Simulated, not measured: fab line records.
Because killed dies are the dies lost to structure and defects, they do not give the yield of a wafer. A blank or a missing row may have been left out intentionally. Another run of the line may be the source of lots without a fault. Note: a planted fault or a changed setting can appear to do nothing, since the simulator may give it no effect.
Which tool was responsible? + flow gf180mcu + 13 lots, 39 wafers sampled, at 4 steps of a route of 602

== WHAT EACH GAUGE READ, for each wafer ==
GF_HV_LDD_TW_MEAS_23. Usual: HV_LDD_2_TW 1055, standard deviation 10.
| lot  | measured     | on            | HV_LDD_2_TW    | flag |
|------|--------------|---------------|----------------|------|
| L612 | day 10 20:49 | film_metro-03 | 1032 1030 1030 |      |
| L613 | day 11 11:28 | film_metro-04 | 1058 1059 1056 |      |
| L615 | day 12 07:15 | film_metro-04 | 1055 1060 1059 |      |
| L616 | day 12 15:02 | film_metro-02 | 1072 1064 1067 |      |
| L619 | day 13 11:31 | film_metro-02 | 1065 1073 1066 |      |
| L618 | day 13 12:28 | film_metro-04 | 1059 1059 1058 |      |
| L621 | day 14 04:28 | film_metro-04 | 1771 1777 1775 | OFF  |
| L623 | day 14 12:55 | film_metro-04 | 1057 1054 1058 |      |
| L624 | day 14 21:58 | film_metro-03 | 1747 1750 1747 | OFF  |
| L630 | day 16 19:37 | film_metro-03 | 1037 1046 1040 |      |
| L631 | day 17 04:27 | film_metro-02 | 1055 1060 1060 |      |
| L633 | day 17 19:39 | film_metro-02 | 1063 1062 1059 |      |
| L634 | day 18 06:52 | film_metro-04 | 1060 1049 1053 |      |

GF_M4_RS_MEAS_05: measurement is done with a four-point probe. Usual: M4_ALCU_RS 0.0696 ohm/sq, standard deviation 0.001.
| lot  | measured     | on            | M4_ALCU_RS (ohm/sq)  | flag |
|------|--------------|---------------|----------------------|------|
| L612 | day 22 11:31 | film_metro-01 | 0.0698 0.0695 0.0709 |      |
| L613 | day 23 06:18 | film_metro-04 | 0.0696 0.0699 0.0690 |      |
| L615 | day 24 01:58 | film_metro-03 | 0.0691 0.0688 0.0696 |      |
| L616 | day 24 09:40 | film_metro-03 | 0.0682 0.0671 0.0679 |      |
| L619 | day 25 10:16 | film_metro-01 | 0.0672 0.0678 0.0669 |      |
| L618 | day 25 16:28 | film_metro-04 | 0.0702 0.0696 0.0700 |      |
| L621 | day 26 03:25 | film_metro-04 | 0.0715 0.0707 0.0711 |      |
| L623 | day 26 16:48 | film_metro-01 | 0.0702 0.0700 0.0706 |      |
| L624 | day 26 21:56 | film_metro-04 | 0.0677 0.0683 0.0687 |      |
| L630 | day 28 18:17 | film_metro-03 | 0.0700 0.0709 0.0705 |      |
| L631 | day 28 20:47 | film_metro-04 | 0.0711 0.0704 0.0713 |      |
| L633 | day 29 14:07 | film_metro-04 | 0.0689 0.0678 0.0702 |      |
| L634 | day 29 23:57 | film_metro-01 | 0.0711 0.0706 0.0709 |      |

== WHAT TOOL EACH LOT RAN ON (gives the tool, then ch and the chambers of the sampled wafers, and finally the start) ==
| lot  | GF_HV_LDD_IMPLANT_21            | GF_M1_METAL_ETCH_16               |
|------|---------------------------------|-----------------------------------|
| L612 | implanter-04 ch 0, day 10 20:34 | rie_metal-01 ch 0,1, day 17 03:32 |
| L613 | implanter-01 ch 0, day 11 11:13 | rie_metal-04 ch 0,1, day 17 22:38 |
| L615 | implanter-01 ch 0, day 12 07:00 | rie_metal-03 ch 0,1, day 18 20:11 |
| L616 | implanter-03 ch 0, day 12 14:47 | rie_metal-04 ch 0,1, day 19 03:35 |
| L619 | implanter-01 ch 0, day 13 11:18 | rie_metal-01 ch 0,1, day 20 07:11 |
| L618 | implanter-04 ch 0, day 13 12:13 | rie_metal-03 ch 0, day 20 09:50   |
| L621 | implanter-04 ch 0, day 14 04:13 | rie_metal-03 ch 0,1, day 21 02:20 |
| L623 | implanter-01 ch 0, day 14 12:40 | rie_metal-01 ch 0, day 21 14:32   |
| L624 | implanter-04 ch 0, day 14 21:45 | rie_metal-01 ch 0,1, day 21 22:14 |
| L630 | implanter-03 ch 0, day 16 19:22 | rie_metal-03 ch 0,1, day 24 00:38 |
| L631 | implanter-04 ch 0, day 17 04:14 | rie_metal-04 ch 0, day 24 06:07   |
| L633 | implanter-03 ch 0, day 17 19:24 | rie_metal-04 ch 0,1, day 24 23:43 |
| L634 | implanter-03 ch 0, day 18 06:37 | rie_metal-03 ch 0,1, day 25 13:23 |
- GF_HV_LDD_IMPLANT_21
- GF_M1_METAL_ETCH_16: etches the open film in Cl2/BCl3, stops on SiO2, target depth 750.8 nm, time 125.1 s.

== AS READ BY THE TOOLS THEMSELVES (means over the sampled wafers that have a number; for cases with no such wafer, the mark the record gives instead) ==
GF_HV_LDD_IMPLANT_21. Usual: beam_on_s 10.02 s, standard deviation 0.2; dose_ions_cm2 5.002e+13, standard deviation 6.1e+10; faraday_current_uA 281, standard deviation 5.7.
| lot  | tool         | beam_on_s (s) | dose_ions_cm2 | faraday_current_uA | flag |
|------|--------------|---------------|---------------|--------------------|------|
| L612 | implanter-04 | 9.75          | 4.998e+13     | 289                |      |
| L613 | implanter-01 | 10.02         | 4.999e+13     | 281                |      |
| L615 | implanter-01 | 9.79          | 4.998e+13     | 288                |      |
| L616 | implanter-03 | 9.84          | 4.999e+13     | 287                |      |
| L619 | implanter-01 | 10.18         | 5.000e+13     | 278                |      |
| L618 | implanter-04 | 9.95          | 5.004e+13     | 283                |      |
| L621 | implanter-04 | 21.32         | 2.638e+14     | 699                | OFF  |
| L623 | implanter-01 | 10.07         | 5.004e+13     | 280                |      |
| L624 | implanter-04 | 21.00         | 2.638e+14     | 710                | OFF  |
| L630 | implanter-03 | 10.11         | 5.003e+13     | 279                |      |
| L631 | implanter-04 | 10.19         | 5.002e+13     | 277                |      |
| L633 | implanter-03 | 10.02         | 5.007e+13     | 280                |      |
| L634 | implanter-03 | 9.84          | 5.014e+13     | 286                |      |

GF_M1_METAL_ETCH_16. Usual: drypump_motor_current_A 5.7 A, standard deviation 0.56; oes_product_au 0.991 a.u., standard deviation 0.0081; throttle_valve_pct 28.229 %, standard deviation 0.012.
| lot  | tool         | drypump_motor_current_A (A) | oes_product_au (a.u.) | throttle_valve_pct (%) | flag |
|------|--------------|-----------------------------|-----------------------|------------------------|------|
| L612 | rie_metal-01 | 6.2                         | 0.998                 | 28.222                 |      |
| L613 | rie_metal-04 | 4.9                         | 0.992                 | 28.231                 |      |
| L615 | rie_metal-03 | 6.0                         | 0.995                 | 28.232                 |      |
| L616 | rie_metal-04 | 4.9                         | 0.987                 | 28.227                 |      |
| L619 | rie_metal-01 | 6.2                         | 0.994                 | 28.226                 |      |
| L618 | rie_metal-03 | 5.5                         | 0.994                 | 28.215                 |      |
| L621 | rie_metal-03 | 5.8                         | 0.991                 | 28.227                 |      |
| L623 | rie_metal-01 | 6.2                         | 0.995                 | 28.232                 |      |
| L624 | rie_metal-01 | 6.2                         | 0.994                 | 28.233                 |      |
| L630 | rie_metal-03 | 5.7                         | 0.990                 | 28.229                 |      |
| L631 | rie_metal-04 | 4.7                         | 0.994                 | 28.229                 |      |
| L633 | rie_metal-04 | 4.9                         | 0.990                 | 28.234                 |      |
| L634 | rie_metal-03 | 5.8                         | 0.986                 | 28.229                 |      |

== THE ANSWER, worked out from the rows above alone ==
Rule: a lot counts as off when the mean over its wafers that have a number is more than 3 standard deviations away from the usual mean. Also off: a lot with no number at a reading for which 4 or more lots have one. Any other lot the step has rows for is counted as sound. The gauges are gone through in route order, then the tools' own readings, and for those a lot's mean is taken as printed above. At the first step where some lot is off, the reading lying furthest off is the one used; lots without a number count as furthest.
Off: L621, L624, seen at GF_HV_LDD_TW_MEAS_23 (HV_LDD_2_TW).
A tool fits if, at a process step before that reading, it ran every lot that is off, and no sound lot after the first of them. Not tried: the gauges at GF_HV_LDD_TW_MEAS_23; whatever is off there is also off at GF_HV_LDD_IMPLANT_21, on other tools, and gauge error can't account for it. No candidate that was tried fits.

== WHAT WAS PUT IN BY THE SIMULATOR ==
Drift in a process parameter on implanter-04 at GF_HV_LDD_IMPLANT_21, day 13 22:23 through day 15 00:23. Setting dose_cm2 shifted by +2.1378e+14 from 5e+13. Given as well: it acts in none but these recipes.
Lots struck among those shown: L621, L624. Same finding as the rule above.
